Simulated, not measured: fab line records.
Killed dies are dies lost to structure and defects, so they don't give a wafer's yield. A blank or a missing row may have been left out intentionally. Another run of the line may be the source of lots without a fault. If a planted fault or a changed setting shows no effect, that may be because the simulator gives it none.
fab line records    flow sky130
record lots=24  wafers=72  last-day=51
route steps=708 shown CONTACT@432 METAL1@450 VIA1@480 METAL3@567 VIA4@641
lots untouched by any fault: they come from a run of this same line in which no faults occurred
start-h: the number of hours between the record's first day and the start of the first shown wafer of the lot    wait-h: hours since the lot's step before    " the same as in the row above    L1.1+2: several wafers, shown together as one row    - either no value or no given start    * or withheld: withheld    < > ~ a bound
route shown NAME@n: NAME is a module with steps in the file, n the number in the route of the first one    usual: mean/standard deviation taken from wafers without a fault    same: alike in all rows    chamber/n: place in a boat    sites: each site's reading    _std_site: the standard deviation of these    _edge_site: inner sites' mean taken away from outer sites' mean    radius-mm: for every site, how far away it sits from the centre of the wafer    mask NAME#n: copy n    behind: the tool/chamber that last shaped the wafer    hold: why the lot was held/for how many hours/how that ended    device: which transistor (n, p or np) failed to switch    end of line: at the end of the route, the tests of the same wafers    a step given without rows: its recipe and nothing more    killed: count of dies lost to structure and defects at first sort (not the wafer's yield)    map: per-die view of a wafer (x killed, . not killed, _ where there is no die)
set.NAME: the setting as run; set.NAME@STEP: as run at that earlier step    model.NAME: the simulator's own value behind a step, which no gauge read
a sample of lots followed through the steps of the route, with each step as a table and each wafer as a row
services: when a tool's chamber went out of use (start-h, in hours from the record's first day, below 0 if earlier), for how many hours, and the reason
## steps
# step SKY_CONTACT_THK_MEAS_26
# recipe thk-meas-gauge=xrf  reads=W_of_CONTACT_CVD_24
# usual CONTACT_W_THK=347/6.6
lot.wafer  tool           chamber  start-h  wait-h  CONTACT_W_THK[nm]
L074.2     film-metro-03  -        755.48   0.1     351
L074.4     "              -        "        "       352
L074.5     "              -        "        "       348
L075.1     film-metro-03  -        766.02   0.1     349
L075.3     "              -        "        "       347
L075.4     "              -        "        "       347
L076.1     film-metro-02  -        769.18   0.1     341
L076.4     "              -        "        "       345
L076.6     "              -        "        "       343
L077.1     film-metro-02  -        782.73   0.1     346
L077.2     "              -        "        "       343
L077.6     "              -        "        "       345
L078.1     film-metro-04  -        791.68   0.1     354
L078.4     "              -        "        "       350
L078.6     "              -        "        "       352
L079.4     film-metro-02  -        791.86   0.1     343
L079.5     "              -        "        "       333
L079.6     "              -        "        "       342
L080.3     film-metro-02  -        799.06   0.1     347
L080.5     "              -        "        "       341
L080.6     "              -        "        "       351
L081.3     film-metro-04  -        814.92   0.1     349
L081.4     "              -        "        "       345
L081.6     "              -        "        "       354
L082.1     film-metro-04  -        820.47   0.1     360
L082.2     "              -        "        "       352
L082.3     "              -        "        "       353
L083.2     film-metro-03  -        829.43   0.1     341
L083.3     "              -        "        "       351
L083.4     "              -        "        "       341
L084.2     film-metro-04  -        833.88   0.1     360
L084.3     "              -        "        "       362
L084.6     "              -        "        "       362
L085.1     film-metro-02  -        843.97   0.1     347
L085.2     "              -        "        "       334
L085.3     "              -        "        "       337
L086.2     film-metro-03  -        844.98   0.1     348
L086.4     "              -        "        "       350
L086.6     "              -        "        "       348
L087.1     film-metro-02  -        854.21   0.1     348
L087.2     "              -        "        "       334
L087.5     "              -        "        "       345
L088.3     film-metro-02  -        865.80   0.1     351
L088.5     "              -        "        "       346
L088.6     "              -        "        "       341
L089.2     film-metro-03  -        871.68   0.1     339
L089.3     "              -        "        "       352
L089.6     "              -        "        "       351
L090.2     film-metro-03  -        885.95   0.1     352
L090.4     "              -        "        "       354
L090.5     "              -        "        "       348
L091.1     film-metro-03  -        889.94   0.1     341
L091.2     "              -        "        "       346
L091.5     "              -        "        "       346
L092.3     film-metro-04  -        891.55   0.1     346
L092.4     "              -        "        "       359
L092.5     "              -        "        "       355
L093.1     film-metro-02  -        897.00   0.1     341
L093.3     "              -        "        "       345
L093.6     "              -        "        "       341
L094.1     film-metro-03  -        906.51   0.1     345
L094.2     "              -        "        "       356
L094.3     "              -        "        "       352
L095.1     film-metro-02  -        916.91   0.1     337
L095.4     "              -        "        "       345
L095.6     "              -        "        "       350
L096.3     film-metro-04  -        917.60   0.1     357
L096.5     "              -        "        "       356
L096.6     "              -        "        "       349
L097.2     film-metro-04  -        921.04   0.1     351
L097.3     "              -        "        "       350
L097.6     "              -        "        "       360
# step SKY_METAL1_OVL_MEAS_16
# usual METAL1_OVL=3/6
lot.wafer  tool        chamber  start-h  wait-h  METAL1_OVL[nm]
L074.2     overlay-01  -        782.97   0.1     -2
L074.4     "           -        "        "       -2
L074.5     "           -        "        "       4
L075.1     overlay-02  -        793.94   0.1     0
L075.3     "           -        "        "       8
L075.4     "           -        "        "       -1
L076.1     overlay-02  -        797.49   0.1     4
L076.4     "           -        "        "       5
L076.6     "           -        "        "       2
L077.1     overlay-02  -        810.87   0.1     1
L077.2     "           -        "        "       -3
L077.6     "           -        "        "       2
L078.1     overlay-01  -        819.59   0.1     7
L078.4     "           -        "        "       8
L078.6     "           -        "        "       4
L079.4     overlay-02  -        819.80   0.1     -4
L079.5     "           -        "        "       7
L079.6     "           -        "        "       4
L080.3     overlay-02  -        826.48   0.1     15
L080.5     "           -        "        "       15
L080.6     "           -        "        "       8
L081.3     overlay-02  -        842.80   0.1     -3
L081.4     "           -        "        "       1
L081.6     "           -        "        "       2
L082.1     overlay-01  -        848.34   0.1     6
L082.2     "           -        "        "       19
L082.3     "           -        "        "       18
L083.2     overlay-02  -        857.14   0.1     -2
L083.3     "           -        "        "       12
L083.4     "           -        "        "       -2
L084.2     overlay-02  -        861.62   0.1     -2
L084.3     "           -        "        "       4
L084.6     "           -        "        "       -8
L085.1     overlay-02  -        871.49   0.1     9
L085.2     "           -        "        "       5
L085.3     "           -        "        "       7
L086.2     overlay-02  -        872.67   0.1     3
L086.4     "           -        "        "       6
L086.6     "           -        "        "       6
L087.1     overlay-02  -        881.74   0.1     -13
L087.2     "           -        "        "       -4
L087.5     "           -        "        "       -2
L088.3     overlay-02  -        892.73   0.1     -1
L088.5     "           -        "        "       -6
L088.6     "           -        "        "       2
L089.2     overlay-01  -        898.87   0.1     8
L089.3     "           -        "        "       3
L089.6     "           -        "        "       9
L090.2     overlay-02  -        913.09   0.1     -9
L090.4     "           -        "        "       -8
L090.5     "           -        "        "       1
L091.1     overlay-01  -        916.92   0.1     -4
L091.2     "           -        "        "       11
L091.5     "           -        "        "       1
L092.3     overlay-02  -        918.23   0.1     0
L092.4     "           -        "        "       8
L092.5     "           -        "        "       -1
L093.1     overlay-02  -        923.99   0.1     3
L093.3     "           -        "        "       10
L093.6     "           -        "        "       2
L094.1     overlay-01  -        933.19   0.1     2
L094.2     "           -        "        "       7
L094.3     "           -        "        "       6
L095.1     overlay-01  -        942.12   0.1     6
L095.4     "           -        "        "       6
L095.6     "           -        "        "       7
L096.3     overlay-02  -        943.65   0.1     -7
L096.5     "           -        "        "       -12
L096.6     "           -        "        "       5
L097.2     overlay-02  -        947.14   0.1     -5
L097.3     "           -        "        "       10
L097.6     "           -        "        "       -10
# step SKY_VIA1_RS_MEAS_22
# recipe thk-meas-gauge=four-point-probe  reads=W_of_VIA1_CVD_21+TiN_of_VIA1_SPUTTER_20
# usual VIA1_W_RS=0.435/0.0059
lot.wafer  tool           chamber  start-h  wait-h  VIA1_W_RS[ohm/sq]
L074.2     film-metro-03  -        812.91   0.1     0.426
L074.4     "              -        "        "       0.431
L074.5     "              -        "        "       0.434
L075.1     film-metro-01  -        823.40   0.1     0.435
L075.3     "              -        "        "       0.443
L075.4     "              -        "        "       0.436
L076.1     film-metro-01  -        826.87   0.1     0.439
L076.4     "              -        "        "       0.442
L076.6     "              -        "        "       0.443
L077.1     film-metro-01  -        840.21   0.1     0.435
L077.2     "              -        "        "       0.431
L077.6     "              -        "        "       0.438
L078.1     film-metro-03  -        848.43   0.1     0.445
L078.4     "              -        "        "       0.435
L078.6     "              -        "        "       0.442
L079.4     film-metro-04  -        849.40   0.1     0.444
L079.5     "              -        "        "       0.437
L079.6     "              -        "        "       0.429
L080.3     film-metro-04  -        855.95   0.1     0.444
L080.5     "              -        "        "       0.431
L080.6     "              -        "        "       0.437
L081.3     film-metro-01  -        871.65   0.1     0.428
L081.4     "              -        "        "       0.450
L081.6     "              -        "        "       0.440
L082.1     film-metro-03  -        876.79   0.1     0.426
L082.2     "              -        "        "       0.434
L082.3     "              -        "        "       0.425
L083.2     film-metro-04  -        886.03   0.1     0.439
L083.3     "              -        "        "       0.447
L083.4     "              -        "        "       0.431
L084.2     film-metro-03  -        891.11   0.1     0.436
L084.3     "              -        "        "       0.432
L084.6     "              -        "        "       0.442
L085.1     film-metro-03  -        900.53   0.1     0.434
L085.2     "              -        "        "       0.427
L085.3     "              -        "        "       0.436
L086.2     film-metro-03  -        902.16   0.1     0.430
L086.4     "              -        "        "       0.438
L086.6     "              -        "        "       0.431
L087.1     film-metro-03  -        909.44   0.1     0.436
L087.2     "              -        "        "       0.434
L087.5     "              -        "        "       0.427
L088.3     film-metro-04  -        922.33   0.1     0.438
L088.5     "              -        "        "       0.428
L088.6     "              -        "        "       0.436
L089.2     film-metro-01  -        927.73   0.1     0.425
L089.3     "              -        "        "       0.437
L089.6     "              -        "        "       0.429
L090.2     film-metro-01  -        941.77   0.1     0.431
L090.4     "              -        "        "       0.433
L090.5     "              -        "        "       0.443
L091.1     film-metro-01  -        945.24   0.1     0.433
L091.2     "              -        "        "       0.445
L091.5     "              -        "        "       0.431
L092.3     film-metro-04  -        945.60   0.1     0.443
L092.4     "              -        "        "       0.432
L092.5     "              -        "        "       0.429
L093.1     film-metro-01  -        951.46   0.1     0.428
L093.3     "              -        "        "       0.426
L093.6     "              -        "        "       0.431
L094.1     film-metro-04  -        960.16   0.1     0.435
L094.2     "              -        "        "       0.438
L094.3     "              -        "        "       0.443
L095.1     film-metro-04  -        968.96   0.1     0.434
L095.4     "              -        "        "       0.437
L095.6     "              -        "        "       0.436
L096.3     film-metro-03  -        970.69   0.1     0.444
L096.5     "              -        "        "       0.440
L096.6     "              -        "        "       0.434
L097.2     film-metro-01  -        973.85   0.1     0.431
L097.3     "              -        "        "       0.436
L097.6     "              -        "        "       0.431
# step SKY_METAL3_ETCH_17
# recipe target=SiO2  stop-on=TiN  chemistry=C4F8/O2/Ar  source-w=1500  bias-w=1200  pressure-mtorr=40  c4f8-flow-sccm=withheld  O2_flow_sccm=6  Ar_flow_sccm=300  time-s=3.9  target-depth-a=150
# usual oes-product-au=0.750/0.0073
lot.wafer  tool         chamber  start-h  wait-h  oes-product-au
L074.2     rie-diel-02  1        925.40   0.1     0.756
L074.4     "            3        "        "       0.759
L074.5     "            3        "        "       0.756
L076.1     rie-diel-03  0        935.34   0.1     0.746
L076.4     "            3        "        "       0.760
L076.6     "            1        "        "       0.751
L075.1     rie-diel-02  0        935.98   0.1     0.755
L075.3     "            1        "        "       0.749
L075.4     "            3        "        "       0.744
L077.1     rie-diel-03  2        949.23   0.1     0.755
L077.2     "            1        "        "       0.750
L077.6     "            1        "        "       0.753
L078.1     rie-diel-03  2        955.90   0.1     0.757
L078.4     "            1        "        "       0.766
L078.6     "            2        "        "       0.755
L079.4     rie-diel-04  1        959.09   0.0     0.757
L079.5     "            1        "        "       0.754
L079.6     "            0        "        "       0.751
L080.3     rie-diel-03  0        963.24   0.0     0.756
L080.5     "            2        "        "       0.757
L080.6     "            3        "        "       0.755
L081.3     rie-diel-02  0        978.09   0.0     0.744
L081.4     "            2        "        "       0.755
L081.6     "            0        "        "       0.751
L082.1     rie-diel-03  1        983.13   0.1     0.742
L082.2     "            0        "        "       0.739
L082.3     "            3        "        "       0.740
L083.2     rie-diel-03  1        989.55   0.1     0.735
L083.3     "            2        "        "       0.744
L083.4     "            1        "        "       0.743
L084.2     rie-diel-04  0        997.20   0.1     0.749
L084.3     "            1        "        "       0.744
L084.6     "            0        "        "       0.754
L085.1     rie-diel-03  0        1004.11  0.1     0.744
L085.2     "            2        "        "       0.756
L085.3     "            1        "        "       0.754
L086.2     rie-diel-02  2        1004.80  0.1     0.751
L086.4     "            2        "        "       0.755
L086.6     "            1        "        "       0.753
L087.1     rie-diel-04  1        1013.89  0.1     0.758
L087.2     "            0        "        "       0.740
L087.5     "            1        "        "       0.750
L088.3     rie-diel-03  3        1024.53  0.0     0.750
L088.5     "            1        "        "       0.755
L088.6     "            2        "        "       0.754
L089.2     rie-diel-03  1        1029.79  0.1     0.751
L089.3     "            3        "        "       0.757
L089.6     "            3        "        "       0.767
L090.2     rie-diel-03  2        1040.88  0.1     0.736
L090.4     "            1        "        "       0.754
L090.5     "            2        "        "       0.746
L091.1     rie-diel-02  1        1046.38  0.1     0.734
L091.2     "            2        "        "       0.743
L091.5     "            1        "        "       0.749
L092.3     rie-diel-04  2        1046.95  0.0     0.742
L092.4     "            1        "        "       0.747
L092.5     "            0        "        "       0.749
L093.1     rie-diel-02  0        1051.29  0.1     0.756
L093.3     "            2        "        "       0.759
L093.6     "            1        "        "       0.755
L094.1     rie-diel-03  0        1058.45  0.1     0.755
L094.2     "            2        "        "       0.754
L094.3     "            1        "        "       0.763
L095.1     rie-diel-02  3        1067.09  0.1     0.747
L095.4     "            2        "        "       0.755
L095.6     "            0        "        "       0.753
L096.3     rie-diel-04  1        1068.64  0.0     0.748
L096.5     "            2        "        "       0.756
L096.6     "            3        "        "       0.739
L097.2     rie-diel-02  2        1072.64  0.1     0.740
L097.3     "            1        "        "       0.740
L097.6     "            0        "        "       0.745
# step SKY_VIA4_CMP_02
# recipe material=SiO2  down-force-psi=4  platen-rpm=60  pad-velocity-m-s=0.94248
# usual motor-current-A=12.3/1.4
lot.wafer  tool    chamber  start-h  wait-h  motor-current-A
L074.4     cmp-02  3        1005.15  0.0     14.1
L074.2     "       0        "        "       9.3
L074.5     "       0        "        "       9.0
L076.4     cmp-01  0        1013.27  0.1     11.9
L076.1     "       1        "        "       12.5
L076.6     "       2        "        "       12.0
L075.3     cmp-01  1        1014.59  0.1     13.4
L075.4     "       2        "        "       12.6
L075.1     "       3        "        "       12.3
L077.2     cmp-01  0        1027.33  0.3     12.1
L077.1     "       1        "        "       12.9
L077.6     "       2        "        "       12.6
L078.1     cmp-01  3        1034.02  0.3     12.8
L078.4     "       2        "        "       12.7
L078.6     "       0        "        "       11.5
L079.4     cmp-01  1        1035.66  0.0     12.2
L079.6     "       1        "        "       12.7
L079.5     "       2        "        "       12.2
L080.3     cmp-02  2        1040.90  0.2     12.2
L080.5     "       3        "        "       14.4
L080.6     "       0        "        "       9.7
L081.4     cmp-02  1        1053.57  0.1     12.7
L081.3     "       2        "        "       11.4
L081.6     "       1        "        "       12.6
L082.1     cmp-01  2        1058.90  0.1     13.0
L082.2     "       3        "        "       12.4
L082.3     "       0        "        "       11.8
L083.4     cmp-02  3        1064.87  0.0     16.0
L083.2     "       1        "        "       12.2
L083.3     "       2        "        "       11.8
L084.2     cmp-02  2        1071.55  0.0     12.0
L084.3     "       1        "        "       12.7
L084.6     "       3        "        "       15.3
L085.2     cmp-01  1        1077.34  0.0     12.1
L085.1     "       2        "        "       12.6
L085.3     "       0        "        "       11.5
L086.2     cmp-02  2        1078.02  0.0     12.4
L086.4     "       3        "        "       14.2
L086.6     "       3        "        "       15.0
L087.1     cmp-02  0        1088.39  0.1     9.0
L087.2     "       3        "        "       14.1
L087.5     "       0        "        "       9.1
L088.3     cmp-02  1        1096.82  0.1     12.1
L088.6     "       3        "        "       15.1
L088.5     "       0        "        "       9.0
L089.3     cmp-01  0        1101.50  0.0     11.5
L089.2     "       1        "        "       12.5
L089.6     "       0        "        "       11.8
L090.4     cmp-02  2        1111.89  0.1     11.2
L090.2     "       0        "        "       9.3
L090.5     "       2        "        "       12.2
L091.1     cmp-01  2        1117.59  0.1     12.0
L091.2     "       0        "        "       11.7
L091.5     "       3        "        "       12.8
L092.3     cmp-02  2        1117.98  0.0     12.2
L092.4     "       3        "        "       15.4
L092.5     "       3        "        "       14.6
L093.3     cmp-01  0        1121.88  0.1     11.7
L093.1     "       2        "        "       12.6
L093.6     "       0        "        "       11.9
L094.3     cmp-01  2        1128.33  0.0     12.5
L094.1     "       0        "        "       11.9
L094.2     "       1        "        "       12.4
L095.1     cmp-01  0        1135.50  0.1     11.1
L095.4     "       3        "        "       12.5
L095.6     "       1        "        "       12.5
L096.3     cmp-01  1        1136.41  0.1     13.0
L096.5     "       0        "        "       11.7
L096.6     "       1        "        "       12.5
L097.3     cmp-01  1        1140.16  0.1     12.5
L097.2     "       2        "        "       13.2
L097.6     "       3        "        "       13.0
# step SKY_VIA4_OVL_MEAS_11
# usual VIA4_OVL=-0.4/1.3
lot.wafer  tool        chamber  start-h  wait-h  VIA4_OVL[nm]
L074.2     overlay-02  -        1029.16  0.1     0.1
L074.4     "           -        "        "       -1.3
L074.5     "           -        "        "       -0.4
L076.1     overlay-02  -        1035.62  0.1     -0.1
L076.4     "           -        "        "       -1.2
L076.6     "           -        "        "       -0.6
L075.1     overlay-02  -        1037.85  0.1     2.9
L075.3     "           -        "        "       2.0
L075.4     "           -        "        "       4.2
L077.1     overlay-01  -        1050.57  0.1     -1.4
L077.2     "           -        "        "       -1.7
L077.6     "           -        "        "       0.6
L078.1     overlay-02  -        1057.12  0.1     0.5
L078.4     "           -        "        "       1.8
L078.6     "           -        "        "       1.9
L079.4     overlay-01  -        1058.47  0.1     -0.4
L079.5     "           -        "        "       -0.3
L079.6     "           -        "        "       0.5
L080.3     overlay-01  -        1062.83  0.1     -1.0
L080.5     "           -        "        "       -1.1
L080.6     "           -        "        "       0.1
L081.3     overlay-01  -        1076.51  0.1     0.4
L081.4     "           -        "        "       -0.4
L081.6     "           -        "        "       -1.7
L082.1     overlay-01  -        1081.32  0.1     -0.6
L082.2     "           -        "        "       2.2
L082.3     "           -        "        "       1.0
L083.2     overlay-02  -        1087.25  0.1     0.3
L083.3     "           -        "        "       -0.6
L083.4     "           -        "        "       -2.7
L084.2     overlay-02  -        1093.27  0.1     -1.5
L084.3     "           -        "        "       0.8
L084.6     "           -        "        "       0.2
L085.1     overlay-01  -        1099.05  0.1     0.5
L085.2     "           -        "        "       -0.2
L085.3     "           -        "        "       -0.8
L086.2     overlay-01  -        1099.67  0.1     -0.7
L086.4     "           -        "        "       0.7
L086.6     "           -        "        "       -1.7
L087.1     overlay-02  -        1108.62  0.1     -0.9
L087.2     "           -        "        "       0.3
L087.5     "           -        "        "       0.8
L088.3     overlay-02  -        1117.17  0.1     -1.0
L088.5     "           -        "        "       -0.4
L088.6     "           -        "        "       -0.9
L089.2     overlay-02  -        1122.27  0.1     -1.0
L089.3     "           -        "        "       0.1
L089.6     "           -        "        "       0.0
L090.2     overlay-01  -        1132.37  0.1     -1.4
L090.4     "           -        "        "       -0.7
L090.5     "           -        "        "       -0.6
L091.1     overlay-02  -        1137.60  0.1     -0.9
L091.2     "           -        "        "       -2.3
L091.5     "           -        "        "       -0.8
L092.3     overlay-01  -        1138.31  0.1     -1.3
L092.4     "           -        "        "       -0.3
L092.5     "           -        "        "       1.3
L093.1     overlay-02  -        1141.80  0.1     -0.6
L093.3     "           -        "        "       -1.4
L093.6     "           -        "        "       -2.1
L094.1     overlay-02  -        1147.72  0.1     -2.4
L094.2     "           -        "        "       -0.8
L094.3     "           -        "        "       -2.3
L095.1     overlay-02  -        1155.02  0.1     -2.5
L095.4     "           -        "        "       -1.2
L095.6     "           -        "        "       -1.2
L096.3     overlay-01  -        1156.38  0.1     -2.6
L096.5     "           -        "        "       -1.0
L096.6     "           -        "        "       -1.4
L097.2     overlay-02  -        1159.25  0.1     -2.8
L097.3     "           -        "        "       -0.4
L097.6     "           -        "        "       1.7
## services
tool         chamber  start-h  hours  kind
cmp-01       -        912.00   4.0    pm
cmp-01       -        930.00   1.3    repair
rie-diel-02  1        942.56   3.5    repair
cmp-01       -        949.49   3.7    repair
cmp-02       -        966.63   0.8    repair
rie-diel-03  1        967.43   4.4    repair
cmp-01       -        980.13   2.3    repair
rie-diel-03  0        989.05   4.8    repair
cmp-02       -        996.82   0.4    repair
rie-diel-03  3        997.09   11.6   repair
cmp-02       -        997.22   6.5    pm
rie-diel-03  1        1030.13  9.6    repair
cmp-01       -        1047.07  0.5    repair
cmp-01       -        1063.15  8.4    pm
cmp-02       -        1084.00  4.0    pm
rie-diel-02  -        1085.96  14.6   pm
cmp-02       -        1089.97  0.2    repair
cmp-02       -        1091.01  1.2    repair
rie-diel-02  3        1102.74  10.6   repair
cmp-01       -        1103.97  0.9    repair
cmp-01       -        1113.85  1.1    repair
rie-diel-03  2        1133.02  4.3    repair
rie-diel-03  1        1137.60  12.5   repair
cmp-01       -        1137.91  0.8    repair
## key
fault none
